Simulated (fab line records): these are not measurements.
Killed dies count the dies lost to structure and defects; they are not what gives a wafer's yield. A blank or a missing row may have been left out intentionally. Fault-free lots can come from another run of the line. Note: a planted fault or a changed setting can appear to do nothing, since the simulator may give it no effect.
Which tool is to blame? + flow sfq-line + 14 lots (42 wafers sampled), 1 step of a 325-step route

WHAT THE GAUGES READ, wafer by wafer
Not one reading of a measure or inspect step in the record can be checked against a usual standard deviation.

WHICH TOOL RAN EACH LOT (tool, then ch and the chambers of the sampled wafers, then the start)
| lot  | SFQ_TRILAYER_M4_LITHO_PEB_096     |
|------|-----------------------------------|
| L102 | litho-track-02 ch 0, day 34 06:23 |
| L104 | litho-track-03 ch 0, day 35 07:32 |
| L105 | litho-track-03 ch 0, day 35 11:08 |
| L106 | litho-track-02 ch 0, day 35 15:56 |
| L107 | litho-track-01 ch 0, day 35 18:22 |
| L108 | litho-track-02 ch 0, day 36 07:34 |
| L109 | litho-track-03 ch 0, day 36 09:59 |
| L110 | litho-track-01 ch 0, day 36 11:08 |
| L111 | litho-track-03 ch 0, day 37 07:01 |
| L116 | litho-track-02 ch 0, day 40 20:47 |
| L118 | litho-track-02 ch 0, day 41 01:35 |
| L122 | litho-track-03 ch 0, day 43 16:36 |
| L124 | litho-track-03 ch 0, day 44 16:09 |
| L125 | litho-track-03 ch 0, day 45 06:50 |
- SFQ_TRILAYER_M4_LITHO_PEB_096: peb time 60 s.

AS READ BY THE TOOLS THEMSELVES (means over the sampled wafers that have a number; for cases with no such wafer, the mark the record gives instead)
SFQ_TRILAYER_M4_LITHO_PEB_096. Usual: chill-plate-temp-C 22.99 C, standard deviation 0.1; heater-power-total-W 79.16 W, standard deviation 0.059; plate-temp-C 114.98 C, standard deviation 0.13.
| lot  | tool           | chill-plate-temp-C (C) | heater-power-total-W (W) | plate-temp-C (C) | flag |
|------|----------------|------------------------|--------------------------|------------------|------|
| L102 | litho-track-02 | 23.01                  | 79.20                    | 114.99           |      |
| L104 | litho-track-03 | 22.95                  | 79.21                    | 114.77           |      |
| L105 | litho-track-03 | 23.05                  | 79.15                    | 115.17           |      |
| L106 | litho-track-02 | 22.98                  | 79.12                    | 115.06           |      |
| L107 | litho-track-01 | 22.88                  | 79.14                    | 114.94           |      |
| L108 | litho-track-02 | 23.00                  | 79.16                    | 115.02           |      |
| L109 | litho-track-03 | 22.94                  | 79.17                    | 115.04           |      |
| L110 | litho-track-01 | 23.02                  | 79.12                    | 114.94           |      |
| L111 | litho-track-03 | 23.00                  | 79.22                    | 114.93           |      |
| L116 | litho-track-02 | 22.83                  | 70.23                    | 105.09           | OFF  |
| L118 | litho-track-02 | 23.14                  | 70.08                    | 104.98           | OFF  |
| L122 | litho-track-03 | 23.06                  | 79.17                    | 114.82           |      |
| L124 | litho-track-03 | 23.03                  | 79.18                    | 115.06           |      |
| L125 | litho-track-03 | 23.09                  | 79.15                    | 114.94           |      |

THE ANSWER, worked out from the rows above alone
Rule: lot off if the mean of its wafers having a number is beyond 3 standard deviations from the usual mean. Also off: a lot with no number at a reading for which 4 or more lots have one. The other lots that the step has rows for count as sound. After the gauges, taken in route order, come the tools' own readings; for these a lot's mean is taken, as printed above. At the first step where some lot is off, the reading lying furthest off is the one used; lots without a number count as furthest.
Off at SFQ_TRILAYER_M4_LITHO_PEB_096 (heater-power-total-W): L116, L118.
If a tool, at that step or one of the process steps before it, ran each lot that is off and ran no sound lot following the first of them, it fits. One fits: litho-track-02 at SFQ_TRILAYER_M4_LITHO_PEB_096. A fault onset in the window from L108 (day 36 07:34, its last sound lot) to L116 (day 40 20:47, its first lot off) fits.
The tool's own readings at SFQ_TRILAYER_M4_LITHO_PEB_096 bear it out: on the lots that are off they differ by more than 5 times the standard deviation of the sound lots' means. heater-power-total-W reads 70.16 W there against 79.17 W on the sound lots; plate-temp-C reads 105.03 C there against 114.97 C on the sound lots.

WHAT THE SIMULATOR PUT IN
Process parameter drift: litho-track-02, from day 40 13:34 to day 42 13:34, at SFQ_TRILAYER_M4_LITHO_PEB_096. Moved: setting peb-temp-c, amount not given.
Shown lots that were struck: L116, L118. The rule given above showed the same thing.
